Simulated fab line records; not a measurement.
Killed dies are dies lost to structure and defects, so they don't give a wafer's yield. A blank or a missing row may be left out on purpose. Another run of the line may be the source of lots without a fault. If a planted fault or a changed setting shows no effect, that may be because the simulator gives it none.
Which tool was responsible? | flow gf180mcu | 12 lots with 36 wafers sampled at 6 steps, on a route of 602 steps

WHAT EACH GAUGE READ, for each wafer
GF_STI_BOW_MEAS_00. Usual: INCOMING_BOW typically reads 0 um, with standard deviation 5.9.
lot  | measured    | on            | INCOMING_BOW (um) | flag
L368 | day 1 10:01 | film metro-04 | 2 -2 -4           |
L370 | day 1 20:01 | film metro-02 | 7 -3 2            |
L371 | day 2 01:00 | film metro-03 | 3 -7 -5           |
L372 | day 2 06:01 | film metro-04 | 0 0 0             |
L376 | day 3 02:00 | film metro-02 | 4 8 -13           |
L381 | day 4 03:01 | film metro-04 | 1 -5 -9           |
L382 | day 4 08:01 | film metro-04 | 5 7 11            |
L383 | day 4 13:01 | film metro-02 | 0 3 1             |
L385 | day 4 23:00 | film metro-02 | 7 -8 -4           |
L388 | day 5 14:01 | film metro-03 | 1 5 -14           |
L390 | day 6 00:02 | film metro-04 | 1 2 2             |
L391 | day 6 05:00 | film metro-03 | 2 -7 3            |

GF_MVSD_TW_MEAS_11. Usual: MVSD_TW typically reads 1572, with standard deviation 9.2.
lot  | measured     | on            | MVSD_TW                       | flag
L368 | day 4 13:16  | film metro-01 | 1585 1574 1574                |
L370 | day 4 22:13  | film metro-03 | 1563 1581 1564                |
L371 | day 5 04:31  | film metro-03 | 1578 1580 1577                |
L372 | day 5 09:52  | film metro-01 | 1568 1568 1568                |
L376 | day 6 08:24  | film metro-03 | 1502 1510 1502 1507 1512 1497 | OFF
L381 | day 7 18:17  | film metro-03 | 1514 1511 1514 1507 1506 1512 | OFF
L382 | day 8 01:46  | film metro-03 | 1548 1551 1561                |
L383 | day 8 04:41  | film metro-01 | 1587 1588 1589                |
L385 | day 9 00:20  | film metro-02 | 1572 1580 1573                |
L388 | day 9 13:08  | film metro-03 | 1564 1566 1574                |
L390 | day 9 23:05  | film metro-01 | 1578 1562 1572                |
L391 | day 10 05:15 | film metro-03 | 1575 1571 1567                |

GF_VT_IMPLANT_OVL_MEAS_07. Usual: VT_IMPLANT_OVL typically reads 1.8 nm, with standard deviation 1.7.
lot  | measured     | on         | VT_IMPLANT_OVL (nm) | flag
L368 | day 5 17:04  | overlay-02 | 2.4 2.2 4.3         |
L370 | day 6 02:39  | overlay-02 | 2.2 2.7 2.0         |
L371 | day 6 09:31  | overlay-01 | 3.9 4.9 5.6         |
L372 | day 6 15:25  | overlay-01 | -0.5 1.4 0.7        |
L376 | day 7 15:40  | overlay-01 | 3.1 2.1 1.6         |
L381 | day 9 02:49  | overlay-01 | 2.9 3.3 1.4         |
L382 | day 9 10:12  | overlay-01 | 1.3 -1.2 0.2        |
L383 | day 9 15:01  | overlay-01 | 0.5 0.3 0.3         |
L385 | day 10 11:40 | overlay-02 | 0.2 0.1 0.2         |
L388 | day 11 00:33 | overlay-01 | 3.7 1.0 2.3         |
L390 | day 11 12:34 | overlay-02 | 0.9 1.2 1.3         |
L391 | day 11 19:01 | overlay-01 | 2.2 2.2 0.6         |

GF_VT_IMPLANT_RS_MEAS_46: the measuring method here is four-point-probe. Usual: MVSD_RS typically reads 456.5 ohm/sq, with standard deviation 1.3.
lot  | measured     | on            | MVSD_RS (ohm/sq)                    | flag
L368 | day 7 15:32  | film metro-02 | 455.2 456.8 455.5                   |
L370 | day 8 02:19  | film metro-03 | 456.5 455.3 455.1                   |
L371 | day 8 09:44  | film metro-02 | 456.2 455.9 456.8                   |
L372 | day 8 17:16  | film metro-03 | 457.6 457.6 458.3                   |
L376 | day 9 19:42  | film metro-03 | 488.9 488.9 488.0 488.6 488.8 488.8 | OFF
L381 | day 11 09:37 | film metro-03 | 489.2 489.3 489.9 489.7 488.8 490.2 | OFF
L382 | day 11 19:41 | film metro-01 | 459.9 457.9 458.2                   |
L383 | day 11 22:08 | film metro-03 | 456.6 457.8 456.7                   |
L385 | day 12 20:12 | film metro-02 | 455.8 456.3 456.4                   |
L388 | day 13 10:31 | film metro-01 | 456.5 456.1 455.3                   |
L390 | day 13 23:59 | film metro-02 | 456.6 457.5 455.6                   |
L391 | day 14 06:48 | film metro-03 | 455.0 456.6 456.3                   |

TOOL THAT RAN EACH LOT (tool first, then ch and the chambers of the sampled wafers, then the start)
lot  | GF_MVSD_IMPLANT_08              | GF_VT_IMPLANT_STRIP_20
L368 | implanter-01 ch 0, day 4 12:53  | plasma asher-03 ch 0, day 6 08:27
L370 | implanter-03 ch 0, day 4 21:50  | plasma asher-02 ch 0,1, day 6 18:20
L371 | implanter-03 ch 0, day 5 04:07  | plasma asher-03 ch 0,1, day 7 00:57
L372 | implanter-01 ch 0, day 5 09:29  | plasma asher-03 ch 0,1, day 7 07:29
L376 | implanter-03 ch 0, day 6 08:00  | plasma asher-04 ch 0,1, day 8 08:36
L381 | implanter-03 ch 0, day 7 17:54  | plasma asher-04 ch 0,1, day 9 20:39
L382 | implanter-01 ch 0, day 8 01:23  | plasma asher-02 ch 0,1, day 10 04:18
L383 | implanter-02 ch 0, day 8 04:19  | plasma asher-04 ch 0,1, day 10 09:03
L385 | implanter-02 ch 0, day 8 23:56  | plasma asher-02 ch 0,1, day 11 06:35
L388 | implanter-01 ch 0, day 9 12:46  | plasma asher-02 ch 0,1, day 11 19:29
L390 | implanter-02 ch 0, day 9 22:43  | plasma asher-04 ch 0,1, day 12 07:11
L391 | implanter-03 ch 0, day 10 04:51 | plasma asher-04 ch 0,1, day 12 13:38
- GF_MVSD_IMPLANT_08
- GF_VT_IMPLANT_STRIP_20: strips in O2/N2.

AS READ BY THE TOOLS THEMSELVES (means over the sampled wafers that have a number; for cases with no such wafer, the mark the record gives instead)
GF_MVSD_IMPLANT_08. Usual: dose ions cm2 1.6002e+13, standard deviation 1.5e+10; faraday current uA 90.3, standard deviation 1.9.
lot  | tool         | dose ions cm2 | faraday current uA | flag
L368 | implanter-01 | 1.6005e+13    | 90.2               |
L370 | implanter-03 | 1.6027e+13    | 89.5               |
L371 | implanter-03 | 1.6009e+13    | 90.5               |
L372 | implanter-01 | 1.5999e+13    | 90.3               |
L376 | implanter-03 | 1.3968e+13    | 80.1               | OFF
L381 | implanter-03 | 1.3967e+13    | 79.1               | OFF
L382 | implanter-01 | 1.6010e+13    | 88.7               |
L383 | implanter-02 | 1.5995e+13    | 90.4               |
L385 | implanter-02 | 1.5990e+13    | 91.3               |
L388 | implanter-01 | 1.6001e+13    | 90.0               |
L390 | implanter-02 | 1.5974e+13    | 90.0               |
L391 | implanter-03 | 1.5999e+13    | 89.0               |

GF_VT_IMPLANT_STRIP_20. Usual: drypump motor current A 5.7 A, standard deviation 0.39; heater power w 326 W, standard deviation 45; oes product au 0.716 a.u., standard deviation 0.0041; strip time to endpoint s 12.64 s, standard deviation 0.034.
lot  | tool            | drypump motor current A (A) | heater power w (W) | oes product au (a.u.) | strip time to endpoint s (s) | flag
L368 | plasma asher-03 | 6.0                         | 298                | 0.720                 | 12.69                        |
L370 | plasma asher-02 | 6.0                         | 335                | 0.715                 | 12.66                        |
L371 | plasma asher-03 | 5.6                         | 369                | 0.719                 | 12.65                        |
L372 | plasma asher-03 | 5.8                         | 336                | 0.715                 | 12.66                        |
L376 | plasma asher-04 | 5.4                         | 287                | 0.714                 | 12.62                        |
L381 | plasma asher-04 | 5.4                         | 290                | 0.717                 | 12.61                        |
L382 | plasma asher-02 | 6.0                         | 347                | 0.714                 | 12.66                        |
L383 | plasma asher-04 | 5.4                         | 291                | 0.713                 | 12.66                        |
L385 | plasma asher-02 | 5.8                         | 316                | 0.715                 | 12.63                        |
L388 | plasma asher-02 | 6.0                         | 335                | 0.715                 | 12.59                        |
L390 | plasma asher-04 | 5.6                         | 297                | 0.716                 | 12.62                        |
L391 | plasma asher-04 | 5.6                         | 306                | 0.715                 | 12.65                        |

THE ANSWER, worked out from the rows above alone
Rule: lot off if the mean of its wafers having a number is beyond 3 standard deviations from the usual mean. A lot without any number at a reading at which 4 lots or more have one is off too. The other lots that the step has rows for count as sound. First the gauges in route order, then the tools' own readings, where a lot's mean is used as printed above. At the first step where some lot is off, the reading lying furthest off is the one used; lots without a number count as furthest.
Off: L376, L381, at GF_MVSD_TW_MEAS_11 (MVSD_TW).
A tool fits if, at a process step before that reading, it ran every lot that is off, and no sound lot after the first of them. The gauges at GF_MVSD_TW_MEAS_11 aren't tried: what is off there is off at GF_MVSD_IMPLANT_08 too, on other tools, and a gauge's error can't cause that. No candidate that was tried fits.

WHAT THE SIMULATOR HAD INSERTED
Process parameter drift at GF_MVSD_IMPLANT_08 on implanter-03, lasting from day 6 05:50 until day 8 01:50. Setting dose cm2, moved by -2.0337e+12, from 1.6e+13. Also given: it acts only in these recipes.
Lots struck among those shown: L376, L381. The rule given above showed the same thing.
